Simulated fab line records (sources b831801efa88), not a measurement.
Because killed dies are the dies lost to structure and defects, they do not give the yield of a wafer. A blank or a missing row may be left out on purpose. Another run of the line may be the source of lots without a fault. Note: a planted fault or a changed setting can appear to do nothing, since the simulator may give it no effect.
fab line records ; flow sky130
record lots=9; wafers=27; last_day=50
route steps=708 shown VIA1@478 METAL3@533 CAPM@539 PAD_OPEN@708
lots that met no fault: from a run of the same line without faults
start_h: hours from the record's first day to the start of the lot's first wafer shown ; wait_h: hours since the lot's step before ; " same as the row above ; L1.1+2: one row covering several wafers at once ; - no value present, or no start provided ; * or withheld: withheld ; < > ~ a bound
route shown NAME@n: names a module that has steps shown in the file, with the first one's number in the route ; usual: average and standard deviation across the fault-free wafers ; same: alike in all rows ; chamber/n: place in a boat ; sites: the reading at each site ; _std_site: standard deviation across them ; _edge_site: outer sites' mean less inner sites' ; radius_mm: how far each site lies from the wafer's centre ; mask NAME#n: copy n ; behind: the most recent tool/chamber to have shaped the wafer ; hold: cause of the lot's hold/its duration in hours/its outcome ; device: which transistor (n, p or np) failed to switch ; end of line: tests run on the same wafers once the route is complete ; a step without rows: its recipe alone ; killed: dies lost to structure and defects at the first sort, not the wafer's yield ; map: a wafer's dies, marking killed ones x, the rest . and places with no die _
set.NAME: the setting that was run; set.NAME@STEP: the one run at that earlier step ; model.NAME: the simulator's own value behind a step, which no gauge read
one table for each step of the route and one row for each wafer, over a sample of lots
services: a tool's chamber out of use, with start hour (start_h, from the record's first day; less than 0 if before it), hours out, and reason
## steps
# step SKY_VIA1_SPUTTER_20
# recipe material=TiN; target_thk_nm=20; chamber_pressure_pa=5; power_w=4000; time_s=80
# usual chamber_pressure_pa=5.002/0.0095; throttle_valve_pct=30.3/0.84
lot.wafer;tool;chamber;start_h;wait_h;chamber_pressure_pa;throttle_valve_pct
L785.1;pvd_sputter-03;-;825.24;0.0;5.006;29.8
L785.3;pvd_sputter-03;-;825.24;0.0;5.001;31.6
L785.5;pvd_sputter-03;-;825.24;0.0;5.008;29.0
L786.2;pvd_sputter-02;-;836.48;0.0;5.014;30.2
L786.5;pvd_sputter-02;-;836.48;0.0;5.011;29.8
L786.6;pvd_sputter-02;-;836.48;0.0;5.018;30.2
L788.2;pvd_sputter-03;-;847.12;0.0;4.982;28.5
L788.3;pvd_sputter-03;-;847.12;0.0;4.997;31.6
L788.6;pvd_sputter-03;-;847.12;0.0;4.994;30.5
L789.3;pvd_sputter-02;-;858.75;0.0;4.994;29.7
L789.5;pvd_sputter-02;-;858.75;0.0;4.997;29.8
L789.6;pvd_sputter-02;-;858.75;0.0;5.005;29.6
L791.1;pvd_sputter-02;-;870.93;0.0;5.004;29.5
L791.4;pvd_sputter-02;-;870.93;0.0;4.999;30.2
L791.5;pvd_sputter-02;-;870.93;0.0;5.005;29.9
L792.1;pvd_sputter-02;-;873.13;0.0;5.009;29.5
L792.3;pvd_sputter-02;-;873.13;0.0;4.994;31.1
L792.6;pvd_sputter-02;-;873.13;0.0;4.981;30.1
L796.1;pvd_sputter-04;-;915.17;0.0;5.005;31.7
L796.3;pvd_sputter-04;-;915.17;0.0;5.019;30.1
L796.6;pvd_sputter-04;-;915.17;0.0;5.001;29.6
L799.2;pvd_sputter-03;-;923.53;0.0;5.013;30.5
L799.3;pvd_sputter-03;-;923.53;0.0;5.000;31.6
L799.4;pvd_sputter-03;-;923.53;0.0;4.992;28.8
L804.1;pvd_sputter-02;-;957.27;0.0;4.996;31.2
L804.3;pvd_sputter-02;-;957.27;0.0;4.984;29.5
L804.5;pvd_sputter-02;-;957.27;0.0;5.019;31.1
# step SKY_METAL3_SPUTTER_01
# recipe material=TiN; target_thk_nm=20; power_w=6500; time_s=16.7; chamber_pressure_pa=0.4
# usual chamber_pressure_pa=0.3999/0.00077; throttle_valve_pct=30.2/1
lot.wafer;tool;chamber;start_h;wait_h;chamber_pressure_pa;throttle_valve_pct
L785.1;pvd_sputter-03;-;882.17;0.0;0.4002;30.0
L785.3;pvd_sputter-03;-;882.17;0.0;0.3999;30.4
L785.5;pvd_sputter-03;-;882.17;0.0;0.3995;31.8
L786.2;pvd_sputter-01;-;893.89;0.0;0.3989;28.8
L786.5;pvd_sputter-01;-;893.89;0.0;0.3998;29.0
L786.6;pvd_sputter-01;-;893.89;0.0;0.3989;29.0
L788.2;pvd_sputter-01;-;905.58;0.0;0.4002;29.1
L788.3;pvd_sputter-01;-;905.58;0.0;0.3995;30.1
L788.6;pvd_sputter-01;-;905.58;0.0;0.3997;28.6
L789.3;pvd_sputter-04;-;914.82;0.0;0.4010;31.6
L789.5;pvd_sputter-04;-;914.82;0.0;0.4000;31.0
L789.6;pvd_sputter-04;-;914.82;0.0;0.4001;31.0
L791.1;pvd_sputter-04;-;928.24;0.0;0.4003;30.1
L791.4;pvd_sputter-04;-;928.24;0.0;0.3991;31.4
L791.5;pvd_sputter-04;-;928.24;0.0;0.3986;30.9
L792.1;pvd_sputter-01;-;931.02;0.0;0.3997;31.6
L792.3;pvd_sputter-01;-;931.02;0.0;0.4005;30.3
L792.6;pvd_sputter-01;-;931.02;0.0;0.3996;31.7
L796.1;pvd_sputter-04;-;969.68;0.0;0.3996;30.1
L796.3;pvd_sputter-04;-;969.68;0.0;0.4011;30.0
L796.6;pvd_sputter-04;-;969.68;0.0;0.3995;30.0
L799.2;pvd_sputter-01;-;977.99;0.0;0.3992;28.9
L799.3;pvd_sputter-01;-;977.99;0.0;0.4007;30.4
L799.4;pvd_sputter-01;-;977.99;0.0;0.4004;31.5
L804.1;pvd_sputter-04;-;1010.02;0.0;0.3987;29.7
L804.3;pvd_sputter-04;-;1010.02;0.0;0.4007;31.0
L804.5;pvd_sputter-04;-;1010.02;0.0;0.3987;31.5
# step SKY_METAL3_SPUTTER_03
# recipe material=Ti; target_thk_nm=5; power_w=3000; time_s=3.3; chamber_pressure_pa=0.4
# usual chamber_pressure_pa=0.3999/0.00075; throttle_valve_pct=30.2/1.1
lot.wafer;tool;chamber;start_h;wait_h;chamber_pressure_pa;throttle_valve_pct
L785.1;pvd_sputter-03;-;882.23;0.0;0.4004;29.7
L785.3;pvd_sputter-03;-;882.23;0.0;0.4011;30.0
L785.5;pvd_sputter-03;-;882.23;0.0;0.3995;31.6
L786.2;pvd_sputter-01;-;893.96;0.0;0.4010;28.5
L786.5;pvd_sputter-01;-;893.96;0.0;0.3990;28.6
L786.6;pvd_sputter-01;-;893.96;0.0;0.4003;29.0
L788.2;pvd_sputter-01;-;905.64;0.0;0.4005;28.9
L788.3;pvd_sputter-01;-;905.64;0.0;0.4000;30.0
L788.6;pvd_sputter-01;-;905.64;0.0;0.3992;28.7
L789.3;pvd_sputter-04;-;914.89;0.0;0.4009;31.5
L789.5;pvd_sputter-04;-;914.89;0.0;0.3988;30.8
L789.6;pvd_sputter-04;-;914.89;0.0;0.4012;31.4
L791.1;pvd_sputter-04;-;928.30;0.0;0.4004;30.1
L791.4;pvd_sputter-04;-;928.30;0.0;0.3994;31.4
L791.5;pvd_sputter-04;-;928.30;0.0;0.3996;30.8
L792.1;pvd_sputter-01;-;931.09;0.0;0.3998;32.0
L792.3;pvd_sputter-01;-;931.09;0.0;0.4008;30.1
L792.6;pvd_sputter-01;-;931.09;0.0;0.3983;31.7
L796.1;pvd_sputter-04;-;969.74;0.0;0.3997;30.1
L796.3;pvd_sputter-04;-;969.74;0.0;0.3999;29.9
L796.6;pvd_sputter-04;-;969.74;0.0;0.3987;30.1
L799.2;pvd_sputter-01;-;978.06;0.0;0.4007;29.0
L799.3;pvd_sputter-01;-;978.06;0.0;0.4002;30.2
L799.4;pvd_sputter-01;-;978.06;0.0;0.4001;31.6
L804.1;pvd_sputter-04;-;1010.08;0.0;0.4010;29.9
L804.3;pvd_sputter-04;-;1010.08;0.0;0.3993;31.0
L804.5;pvd_sputter-04;-;1010.08;0.0;0.4008;31.6
# step SKY_CAPM_SPUTTER_02
# recipe material=TiN; target_thk_nm=200; temp_c=300; power_w=6500; time_s=166.7; chamber_pressure_pa=0.4
# usual chamber_pressure_pa=0.4000/0.00078; throttle_valve_pct=30.2/0.87
lot.wafer;tool;chamber;start_h;wait_h;chamber_pressure_pa;throttle_valve_pct
L785.1;pvd_sputter-02;-;882.38;0.1;0.3997;29.6
L785.3;pvd_sputter-02;-;882.38;0.1;0.4003;29.5
L785.5;pvd_sputter-02;-;882.38;0.1;0.4009;29.6
L786.2;pvd_sputter-03;-;894.11;0.0;0.4002;31.4
L786.5;pvd_sputter-03;-;894.11;0.0;0.3993;29.9
L786.6;pvd_sputter-03;-;894.11;0.0;0.3996;28.6
L788.2;pvd_sputter-04;-;905.79;0.0;0.3997;29.7
L788.3;pvd_sputter-04;-;905.79;0.0;0.4011;30.7
L788.6;pvd_sputter-04;-;905.79;0.0;0.4006;31.4
L789.3;pvd_sputter-02;-;915.04;0.0;0.3996;29.4
L789.5;pvd_sputter-02;-;915.04;0.0;0.4007;29.6
L789.6;pvd_sputter-02;-;915.04;0.0;0.4014;30.1
L791.1;pvd_sputter-03;-;928.45;0.1;0.4001;29.6
L791.4;pvd_sputter-03;-;928.45;0.1;0.4000;28.6
L791.5;pvd_sputter-03;-;928.45;0.1;0.3995;31.6
L792.1;pvd_sputter-02;-;931.25;0.1;0.3998;30.1
L792.3;pvd_sputter-02;-;931.25;0.1;0.3983;31.1
L792.6;pvd_sputter-02;-;931.25;0.1;0.3993;31.0
L796.1;pvd_sputter-03;-;969.89;0.1;0.3994;30.6
L796.3;pvd_sputter-03;-;969.89;0.1;0.4001;31.9
L796.6;pvd_sputter-03;-;969.89;0.1;0.3997;31.8
L799.2;pvd_sputter-02;-;978.21;0.0;0.3996;30.2
L799.3;pvd_sputter-02;-;978.21;0.0;0.4004;29.8
L799.4;pvd_sputter-02;-;978.21;0.0;0.4005;29.8
L804.1;pvd_sputter-03;-;1010.23;0.1;0.3990;28.8
L804.3;pvd_sputter-03;-;1010.23;0.1;0.4004;32.0
L804.5;pvd_sputter-03;-;1010.23;0.1;0.4001;28.6
# step SKY_CAPM_RS_MEAS_03
# recipe thk_meas_gauge=four-point-probe; reads=TiN_of_CAPM_SPUTTER_02
# usual CAPM_TIN_RS=6.88/0.078
lot.wafer;tool;chamber;start_h;wait_h;CAPM_TIN_RS[ohm/sq]
L785.1;film_metro-04;-;882.49;0.1;6.89
L785.3;film_metro-04;-;882.49;0.1;6.84
L785.5;film_metro-04;-;882.49;0.1;6.87
L786.2;film_metro-02;-;894.24;0.1;6.95
L786.5;film_metro-02;-;894.24;0.1;6.88
L786.6;film_metro-02;-;894.24;0.1;6.96
L788.2;film_metro-01;-;905.92;0.1;6.72
L788.3;film_metro-01;-;905.92;0.1;6.82
L788.6;film_metro-01;-;905.92;0.1;6.70
L789.3;film_metro-01;-;915.18;0.1;6.98
L789.5;film_metro-01;-;915.18;0.1;7.08
L789.6;film_metro-01;-;915.18;0.1;6.98
L791.1;film_metro-01;-;928.56;0.1;6.86
L791.4;film_metro-01;-;928.56;0.1;6.88
L791.5;film_metro-01;-;928.56;0.1;6.87
L792.1;film_metro-01;-;931.36;0.1;6.86
L792.3;film_metro-01;-;931.36;0.1;6.93
L792.6;film_metro-01;-;931.36;0.1;6.93
L796.1;film_metro-02;-;970.00;0.1;6.92
L796.3;film_metro-02;-;970.00;0.1;6.90
L796.6;film_metro-02;-;970.00;0.1;6.87
L799.2;film_metro-01;-;978.37;0.1;6.81
L799.3;film_metro-01;-;978.37;0.1;5.52
L799.4;film_metro-01;-;978.37;0.1;6.85
L804.1;film_metro-02;-;1010.34;0.1;6.86
L804.3;film_metro-02;-;1010.34;0.1;6.81
L804.5;film_metro-02;-;1010.34;0.1;6.89
# step SKY_CAPM_THK_MEAS_04
# recipe thk_meas_gauge=xrf; reads=TiN_of_CAPM_SPUTTER_02
# usual CAPM_TIN_THK=201.1/2.3
lot.wafer;tool;chamber;start_h;wait_h;CAPM_TIN_THK[nm]
L785.1;film_metro-04;-;882.61;0.1;202.1
L785.3;film_metro-04;-;882.61;0.1;203.9
L785.5;film_metro-04;-;882.61;0.1;201.7
L786.2;film_metro-02;-;894.35;0.1;197.5
L786.5;film_metro-02;-;894.35;0.1;201.1
L786.6;film_metro-02;-;894.35;0.1;198.3
L788.2;film_metro-01;-;906.03;0.1;204.7
L788.3;film_metro-01;-;906.03;0.1;202.1
L788.6;film_metro-01;-;906.03;0.1;204.0
L789.3;film_metro-01;-;915.28;0.1;198.7
L789.5;film_metro-01;-;915.28;0.1;195.7
L789.6;film_metro-01;-;915.28;0.1;197.5
L791.1;film_metro-01;-;928.68;0.1;202.1
L791.4;film_metro-01;-;928.68;0.1;200.9
L791.5;film_metro-01;-;928.68;0.1;202.0
L792.1;film_metro-01;-;931.48;0.1;201.0
L792.3;film_metro-01;-;931.48;0.1;199.8
L792.6;film_metro-01;-;931.48;0.1;199.3
L796.1;film_metro-02;-;970.12;0.1;201.0
L796.3;film_metro-02;-;970.12;0.1;201.0
L796.6;film_metro-02;-;970.12;0.1;202.0
L799.2;film_metro-01;-;978.48;0.1;201.9
L799.3;film_metro-01;-;978.48;0.1;248.1
L799.4;film_metro-01;-;978.48;0.1;202.0
L804.1;film_metro-02;-;1010.46;0.1;201.3
L804.3;film_metro-02;-;1010.46;0.1;202.7
L804.5;film_metro-02;-;1010.46;0.1;200.1
# step SKY_CAPM_METAL_ETCH_13
# recipe target_depth_nm=220; stop_on=SiO2; chemistry=Cl2/BCl3; target=TiN; pressure_mtorr=10; icp_w=900; bias_w=48.5; Cl2_flow_sccm=60; bcl3_flow_sccm=30; time_s=62.9
# usual drypump_motor_current_A=5.6/0.44; oes_product_au=0.943/0.0085; throttle_valve_pct=21.899/0.011
lot.wafer;tool;chamber;start_h;wait_h;drypump_motor_current_A;oes_product_au;rf_hours_counter_h;throttle_valve_pct
L785.1;rie_metal-01;0;908.24;0.0;5.9;0.945;2;21.901
L785.3;rie_metal-01;0;908.24;0.0;5.9;0.949;-;21.892
L785.5;rie_metal-01;0;908.24;0.0;5.9;0.944;-;21.906
L786.2;rie_metal-01;0;919.93;0.0;5.9;0.940;3;21.905
L786.5;rie_metal-01;1;919.93;0.0;5.3;0.938;-;21.898
L786.6;rie_metal-01;0;919.93;0.0;5.9;0.943;-;21.902
L788.2;rie_metal-01;1;931.14;0.0;5.4;0.960;16;21.889
L788.3;rie_metal-01;1;931.14;0.0;5.4;0.952;-;21.891
L788.6;rie_metal-01;1;931.14;0.0;5.4;0.965;-;21.854
L789.3;rie_metal-02;0;940.11;0.0;6.1;0.932;-;21.918
L789.5;rie_metal-02;1;940.11;0.0;6.3;0.917;-;21.919
L789.6;rie_metal-02;0;940.11;0.0;6.1;0.931;-;21.907
L791.1;rie_metal-01;1;953.72;0.0;5.3;0.947;17;21.895
L791.4;rie_metal-01;1;953.72;0.0;5.3;0.946;-;21.888
L791.5;rie_metal-01;0;953.72;0.0;5.9;0.933;-;21.918
L792.1;rie_metal-02;1;956.78;0.0;6.2;0.946;11;21.895
L792.3;rie_metal-02;1;956.78;0.0;6.3;0.946;-;21.918
L792.6;rie_metal-02;0;956.78;0.0;6.1;0.939;-;21.890
L796.1;rie_metal-03;1;994.57;0.0;5.1;0.936;5;21.884
L796.3;rie_metal-03;0;994.57;0.0;5.1;0.951;-;21.911
L796.6;rie_metal-03;1;994.57;0.0;5.1;0.943;-;21.901
L799.2;rie_metal-03;1;1001.92;0.0;5.1;0.957;5;21.902
L799.3;rie_metal-03;1;1001.92;0.0;5.2;0.993;-;21.852
L799.4;rie_metal-03;0;1001.92;0.0;5.2;0.947;-;21.893
L804.1;rie_metal-03;1;1032.82;0.0;5.1;0.944;7;21.903
L804.3;rie_metal-03;1;1032.82;0.0;5.1;0.944;-;21.912
L804.5;rie_metal-03;0;1032.82;0.0;5.1;0.943;-;21.890
# step SKY_PAD_OPEN_PROBE_99
# usual defect_limited_yield=82.5/2.2; killed_at_M0_to_M3=43/7.5; killed_at_M4_up=3.2/1.9; killed_at_contacts=24/5.6; killed_at_front_end=15/4.8; killed_at_other=0.2/0.54; killed_dies=86/11; killed_on_rim=17/3.6; killed_open=47/7.6; killed_short=39/7.1; sort_bin_3_pad_short=0.8/0.36; sort_bin_5_function=10.4/1.6; sort_bin_6_memory=6.3/1.3; sort_n_pass=406/11; sort_yield_pct=82.5/2.2
# same gross_dies=492; killed_at_back_side=0; sort_bin_4_leakage[%]=0; sort_bin_8_speed[%]=0
lot.wafer;tool;chamber;start_h;wait_h;defect_limited_yield[%];killed_at_M0_to_M3;killed_at_M4_up;killed_at_contacts;killed_at_front_end;killed_at_other;killed_dies;killed_on_rim;killed_open;killed_short;sort_bin_3_pad_short[%];sort_bin_5_function[%];sort_bin_6_memory[%];sort_n_pass;sort_yield_pct[%]
L789.3;prober-01;-;1131.03;0.2;84.3;41;3;22;11;0;77;15;37;40;0.6;7.3;7.7;415;84.3
L789.5;prober-01;-;1131.13;0.2;83.5;38;5;20;16;2;81;17;40;41;0.8;8.7;6.9;411;83.5
L789.6;prober-01;-;1131.18;0.2;83.7;42;9;22;6;1;80;12;43;37;1.0;10.2;5.1;412;83.7
L796.1;prober-01;-;1174.42;0.1;82.7;38;3;32;11;1;85;18;48;37;0;10.0;7.3;407;82.7
L796.3;prober-01;-;1174.52;0.2;82.1;46;3;23;16;0;88;16;38;50;0.6;11.2;6.1;404;82.1
L796.6;prober-01;-;1174.67;0.2;82.3;43;1;30;13;0;87;17;51;36;0.4;10.8;6.5;405;82.3
L799.2;prober-01;-;1180.80;0.1;84.3;41;4;23;9;0;77;21;34;43;0.4;10.6;4.7;415;84.3
L799.3;prober-01;-;1180.85;0.2;0;60;7;26;14;385;492;96;56;51;80.1;12.4;7.5;0;0
L799.4;prober-01;-;1180.90;0.2;84.1;39;3;22;14;0;78;12;43;35;1.4;9.8;4.7;414;84.1
# killed by level:class
L789.3 CONTACT:geometric_particle:open=10 VIA3:geometric_particle:open=8 VIA1:geometric_particle:open=8 METAL2:geometric_particle:short=5 METAL3:geometric_particle:short=5 METAL1:geometric_particle:short=4 POLY_GATE:geometric_particle:short=4 LI_CONTACT:geometric_particle:open=4
L789.5 VIA3:geometric_particle:open=8 METAL3:geometric_particle:short=6 LI_CONTACT:geometric_particle:open=6 VIA1:geometric_particle:open=6 FIELD_ISO:geometric_particle:short=5 CONTACT:geometric_particle:short=5 VIA1:geometric_particle:short=5 CONTACT:geometric_particle:open=5
L789.6 VIA1:geometric_particle:open=10 LI_CONTACT:geometric_particle:open=8 CONTACT:geometric_particle:open=6 VIA3:geometric_particle:short=6 VIA3:geometric_particle:open=6 METAL4:geometric_particle:short=6 METAL2:geometric_particle:short=5 METAL1:geometric_particle:short=4
L796.1 LI_CONTACT:geometric_particle:open=9 CONTACT:geometric_particle:open=9 CONTACT:geometric_particle:short=7 VIA2:geometric_particle:open=7 VIA1:geometric_particle:open=6 METAL2:geometric_particle:short=5 FIELD_ISO:geometric_particle:open=4 METAL1:geometric_particle:short=4
L796.3 FIELD_ISO:geometric_particle:short=9 CONTACT:geometric_particle:open=8 VIA1:geometric_particle:open=8 METAL2:geometric_particle:short=7 CONTACT:geometric_particle:short=6 VIA2:geometric_particle:open=6 VIA3:geometric_particle:short=5 METAL1:geometric_particle:short=4
L796.6 LI_CONTACT:geometric_particle:open=9 VIA1:geometric_particle:short=9 VIA1:geometric_particle:open=8 FIELD_ISO:geometric_particle:open=7 CONTACT:geometric_particle:open=7 VIA2:geometric_particle:open=7 CONTACT:geometric_particle:short=6 VIA3:geometric_particle:open=5
L799.2 CONTACT:geometric_particle:open=9 VIA1:geometric_particle:open=7 CONTACT:geometric_particle:short=6 METAL1:geometric_particle:short=6 VIA2:geometric_particle:short=6 METAL2:geometric_particle:short=5 VIA2:geometric_particle:open=5 VIA1:geometric_particle:short=4
L799.3 CAPM:area_etch=385 VIA1:geometric_particle:open=14 VIA3:geometric_particle:open=9 VIA2:geometric_particle:open=7 LI_CONTACT:geometric_particle:open=7 METAL2:geometric_particle:short=7 LOCAL_INTERCONNECT:geometric_particle:short=6 VIA1:geometric_particle:short=6
L799.4 METAL1:geometric_particle:short=9 LI_CONTACT:geometric_particle:open=8 CONTACT:geometric_particle:open=8 VIA2:geometric_particle:open=7 FIELD_ISO:geometric_particle:open=6 VIA1:geometric_particle:open=6 VIA3:geometric_particle:open=5 LOCAL_INTERCONNECT:geometric_particle:short=4
## services
tool;chamber;start_h;hours;kind
pvd_sputter-02;-;806.11;0.5;repair
pvd_sputter-04;2;847.96;-;consumable_replace:kit
pvd_sputter-04;2;847.96;18.0;scheduled_down
pvd_sputter-04;2;847.96;18.0;vent_cycle
pvd_sputter-03;-;853.55;1.8;repair
pvd_sputter-01;0;874.39;-;consumable_replace:kit
pvd_sputter-01;0;874.39;18.0;scheduled_down
pvd_sputter-01;0;874.39;18.0;vent_cycle
pvd_sputter-03;0;897.23;-;consumable_replace:kit
pvd_sputter-03;0;897.23;18.0;scheduled_down
pvd_sputter-03;0;897.23;18.0;vent_cycle
pvd_sputter-02;-;900.47;3.7;repair
pvd_sputter-02;-;903.01;5.2;repair
pvd_sputter-02;-;927.52;1.5;repair
pvd_sputter-03;-;950.54;4.1;repair
rie_metal-01;1;964.54;10.8;repair
pvd_sputter-02;-;966.98;1.5;repair
pvd_sputter-04;1;996.93;-;consumable_replace:kit
pvd_sputter-04;1;996.93;18.0;scheduled_down
pvd_sputter-04;1;996.93;18.0;vent_cycle
pvd_sputter-01;-;1018.39;15.8;repair
pvd_sputter-02;1;1027.06;-;consumable_replace:kit
pvd_sputter-02;1;1027.06;18.0;scheduled_down
pvd_sputter-02;1;1027.06;18.0;vent_cycle
## key
first_sign step=SKY_CAPM_RS_MEAS_03; reading=CAPM_TIN_RS; direction=down; sigmas=17; usual=6.88; struck=5.52
effect step=SKY_CAPM_THK_MEAS_04; reading=CAPM_TIN_THK; direction=up; sigmas=20; usual=201.1; struck=248.1
effect step=SKY_CAPM_METAL_ETCH_13; reading=oes_product_au; direction=up; sigmas=5.9; usual=0.943; struck=0.993
effect step=SKY_PAD_OPEN_PROBE_99; reading=killed_at_other; direction=up; sigmas=99+; usual=0.2; struck=385
more_kills_born_at SKY_CAPM_METAL_ETCH_13@rie_metal-03=385
met_at SKY_CAPM_SPUTTER_02
struck_lots L799
struck_wafers L799.3
later_rows_left_out L799.3
not_acting_at SKY_VIA1_SPUTTER_20,SKY_METAL3_SPUTTER_01,SKY_METAL3_SPUTTER_03
onset_between 915.04 978.21
fault kind=process_parameter_drift; tool=pvd_sputter-02; chamber=-; onset_h=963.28; steps=SKY_CAPM_SPUTTER_02; channel=target_thk_nm; offset=47.067; shape=step; end_h=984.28; acts_in=these_recipes_only; stated=200; scope=struck_wafers_only
# later_rows_left_out: the simulator's readings of these wafers behind a module that went badly wrong aren't trusted and aren't shown, but for the sort
